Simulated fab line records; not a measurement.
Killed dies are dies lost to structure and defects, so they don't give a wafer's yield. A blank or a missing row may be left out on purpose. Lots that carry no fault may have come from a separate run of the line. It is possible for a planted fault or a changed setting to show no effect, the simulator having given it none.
One fault seen from 2 desks :: flow gf180mcu :: only its own numbers are on each desk; what lay behind them is given at the end

## TOOL OWNER'S DESK, cvd-w-02
The tool's own readings at GF_V1_CVD_23 (deposits W, target thk 350 nm, time 105.05 s): means of the sampled wafers that have a number, for each lot that ran on this tool. The brackets show how far a lot's mean lies from the usual mean; more than 4 standard deviations puts the lot out of limits, marked OUT.
Columns: A = chamber-pressure-Torr at GF_V1_CVD_23, usual 40.00 Torr; B = heater-power-w at GF_V1_CVD_23, usual 882 W
lot: L723
first seen here: day 18 09:54
A: 39.91
B: 796

lot: L724
first seen here: day 18 11:35
A: 39.89
B: 804

lot: L726
first seen here: day 19 04:05
A: 39.92
B: 797

lot: L732
first seen here: day 22 11:38
A: 40.01
B: 801

lot: L734
first seen here: day 23 02:00
A: 40.00
B: 804

lot: L742
first seen here: day 26 03:38
A: 40.03
B: 811

lot: L743
first seen here: day 26 15:11
A: 39.93
B: 795
This desk found nothing out of limits on any of the 7 lots.

## FROM THE METROLOGY DESK
Lot by lot, what the gauges showed, no matter which tool ran the lot: averages of those sampled wafers that carry a number. The brackets show how far a lot's mean lies from the usual mean; more than 4 standard deviations puts the lot out of limits, marked OUT.
Columns: A = V1_CVD_00_THK at GF_V1_THK_MEAS_01, usual 601 nm; B = V1_BOW at GF_V1_BOW_MEAS_05, usual 84 um; C = V1_W_RS at GF_V1_RS_MEAS_24, usual 0.325 ohm/sq; D = V1_W_THK at GF_V1_THK_MEAS_25, usual 359 nm
lot: L723
first seen here: day 17 08:02
A: 599
B: 82
C: 0.325
D: 359

lot: L724
first seen here: day 17 10:19
A: 596
B: 88
C: 0.327
D: 356

lot: L726
first seen here: day 18 01:58
A: 600
B: 85
C: 0.325
D: 360

lot: L729
first seen here: day 21 03:41
A: 594
B: 81
C: 0.324
D: 359

lot: L732
first seen here: day 21 10:25
A: 607
B: 83
C: 0.388 (+14) OUT
D: 312 (-9.2) OUT

lot: L734
first seen here: day 22 01:20
A: 603
B: 84
C: 0.385 (+14) OUT
D: 315 (-8.6) OUT

lot: L738
first seen here: day 23 18:25
A: 601
B: 90
C: 0.320
D: 362

lot: L739
first seen here: day 24 04:40
A: 597
B: 88
C: 0.324
D: 359

lot: L740
first seen here: day 24 21:29
A: 599
B: 82
C: 0.323
D: 361

lot: L742
first seen here: day 25 05:17
A: 599
B: 91
C: 0.331
D: 354

lot: L743
first seen here: day 25 17:15
A: 591
B: 84
C: 0.327
D: 354
Per this desk, out of limits: L732, L734; the first was L732, day 22 11:45 (V1_W_RS at GF_V1_RS_MEAS_24). L723, L724, L726, L729, L738, L739, L740, L742, L743 stayed within limits.

## PUT TOGETHER
Metrology desk: alarm possible at day 22 11:45 on L732, L734.
The tool owner's desk saw nothing out of limits.
The tool owner's desk has L732, L734 on record, within its limits.
On cvd-w-02, each named lot ran GF_V1_CVD_23.

## WHAT THE SIMULATOR HAD PUT IN
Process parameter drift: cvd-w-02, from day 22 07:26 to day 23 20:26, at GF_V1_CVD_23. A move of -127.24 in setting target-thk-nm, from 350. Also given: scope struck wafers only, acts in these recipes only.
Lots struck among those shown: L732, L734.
Per desk, hours elapsed from the start of the fault to the first reading out of limits: for the metrology desk, 4.
